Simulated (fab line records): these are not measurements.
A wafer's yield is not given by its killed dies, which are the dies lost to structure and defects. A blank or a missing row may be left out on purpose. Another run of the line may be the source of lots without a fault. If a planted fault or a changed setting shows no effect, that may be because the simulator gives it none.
Struck lot and sound lot, side by side / flow sky130 / 36 steps out of a route of 708
Sound: wafers L795.2, L795.4, L795.6. Wafers struck: L803.2, L803.3, L803.4. Last of all comes the cause.
Per side, at each step with rows, come the tool, then ch with its chambers, and then its first start. Under that, the readings that differ: sound wafers / struck wafers / difference of the means / sigmas: that difference in standard deviations of wafers without a fault.
alike: readings with means less than 2 such deviations apart, plus words and numbers identical on both sides. not compared: withheld readings, readings lacking a value on some wafer, bounds such as >300 that could conceal the same value, and numbers that have no deviation in the record and whose values overlap.
The two part at a step that has a row with sigmas, a row that says differs or no value, or rows on one side only. Non-overlapping numbers with no deviation appear without sigmas and do not part them. A reading that every wafer of one side lacks parts them only if that side has two wafers or more.

first, 10 steps without rows for these wafers: SKY_POLY_CUT_ETCH_10 (etches BARC in N2/H2, stops on SiO2, time 45.9 s, target depth 60 nm); SKY_POLY_CUT_ETCH_11 (etches Si3N4 in CF4/CH2F2/Ar, stops on poly-Si, time 42.5 s, target depth 60 nm); SKY_POLY_CUT_STRIP_12 (strips in O2/N2); SKY_SD_P_DEHYDRATE_00 (time 60 s); SKY_SD_P_HMDS_01 (prime time 60 s); SKY_SD_P_COAT_02 (resist thk 1140 nm); SKY_SD_P_SOFTBAKE_03 (time 60 s); SKY_SD_P_EXPOSE_04 (exposes mask PSDM, target cd 380 nm); SKY_SD_P_PEB_05; SKY_SD_P_DEVELOP_06 (develop time 60 s).
SKY_SD_P_IMPLANT_09:
  sound on implanter-03 ch 0, day 27 21:10; struck on implanter-04 ch 0, day 30 09:02
SKY_SD_P_STRIP_10: strips in O2/N2.
  sound on plasma_asher-04 ch 0, day 27 21:17; struck on plasma_asher-04 ch 0,1, day 30 09:09
reading=oes_product_au (a.u.); sound=0.619 0.619 0.622; struck=0.586 0.590 0.588; difference=-0.032; sigmas=-7
reading=strip_time_to_endpoint_s (s); sound=17.52 17.49 17.52; struck=18.96 18.97 18.99; difference=+1.46; sigmas=+38
  alike: drypump_motor_current_A, o2_flow_sccm
  not compared: rf_hours_counter_h
SKY_SD_P_TW_MEAS_11:
  struck on film_metro-03, day 30 09:16; sound on film_metro-03, day 27 21:23
reading=SD_P_TW; sound=2839 2854 2845; struck=3140 3132 3151; difference=+295; sigmas=+11
then, 21 steps without rows for these wafers: SKY_RES_XHIGH_DEHYDRATE_00 (time 60 s); SKY_RES_XHIGH_HMDS_01 (prime time 60 s); SKY_RES_XHIGH_COAT_02 (resist thk 1140 nm); SKY_RES_XHIGH_SOFTBAKE_03 (time 60 s); SKY_RES_XHIGH_EXPOSE_04 (exposes mask URPM, target cd 1270 nm); SKY_RES_XHIGH_PEB_05; SKY_RES_XHIGH_DEVELOP_06 (develop time 60 s); SKY_RES_XHIGH_IMPLANT_07; SKY_RES_XHIGH_STRIP_08 (strips in O2/N2); SKY_SD_N_DEHYDRATE_00 (time 60 s); SKY_SD_N_HMDS_01 (prime time 60 s); SKY_SD_N_COAT_02 (resist thk 1140 nm); SKY_SD_N_SOFTBAKE_03 (time 60 s); SKY_SD_N_EXPOSE_04 (exposes mask NSDM, target cd 380 nm); SKY_SD_N_PEB_05; SKY_SD_N_DEVELOP_06 (develop time 60 s); SKY_SD_N_IMPLANT_09; SKY_SD_N_IMPLANT_10; SKY_SD_N_STRIP_11 (strips in O2/N2); SKY_SD_N_CLEAN_13 (cleans in SC1/SC2, time 150 s); SKY_SD_N_RTA_14 (time 2 s).
-- the record jumps here: 2 days lie between the struck wafers' starts before and after --
SKY_SD_N_RS_MEAS_17: a four-point-probe measurement.
  struck on film_metro-03, day 32 16:26; sound on film_metro-03, day 30 05:08
reading=SD_P_RS (ohm/sq); sound=146.7 147.1 146.7; struck=138.4 138.4 138.6; difference=-8.4; sigmas=-27
-- a jump in the record: the struck wafers' starts before and after are 16 days apart (it breaks off in module SD_N and resumes in module PAD_OPEN, where the first step shown is number 708 of the route) --
SKY_PAD_OPEN_PROBE_99:
  struck on prober-02, day 49 02:58; sound on prober-02, day 47 11:56
reading=model.etest.res_pdiff.line_ohm_um; sound=1358 1388 1391; struck=1177 1160 1172; difference=-209; sigmas=
reading=model.etest.res_high_po.line_ohm_um; sound=743.4 758.3 769; struck=526.7 524.6 533.6; difference=-228.6; sigmas=
reading=model.etest.licon_high_po.rc_ohm; sound=341 350.1 345.7; struck=196.5 192.2 200.3; difference=-149.3; sigmas=
reading=model.etest.pfet_g5v0d10v5.r_on_ohm_um; sound=4741 4799 4822; struck=4642 4736 4679; difference=-102; sigmas=
reading=model.etest.licon_pdiff.rc_ohm; sound=591.5 570 573.6; struck=471.1 455.8 477.1; difference=-110.4; sigmas=
reading=model.etest.res_high_po.rs_ohm_sq; sound=260.4 264.8 267.6; struck=182.9 181.9 183.3; difference=-81.6; sigmas=
reading=model.etest.res_pdiff_hv.rs_ohm_sq; sound=190.3 190.6 191; struck=158.6 157.5 157.9; difference=-32.6; sigmas=
reading=model.etest.res_pdiff.rs_ohm_sq; sound=198.8 198.1 198.5; struck=165.4 165.2 165.3; difference=-33.2; sigmas=
  alike: killed_at_M0_to_M3, killed_at_M4_up, killed_at_contacts, killed_at_front_end, killed_at_other, killed_dies, killed_open, killed_short

WHERE THEY PART
At SKY_SD_P_STRIP_10 first; at SKY_SD_N_RS_MEAS_17 last (within this record only). Later steps at which nothing parts them and some readings are alike: SKY_PAD_OPEN_PROBE_99.

WHY: what the simulator had put in
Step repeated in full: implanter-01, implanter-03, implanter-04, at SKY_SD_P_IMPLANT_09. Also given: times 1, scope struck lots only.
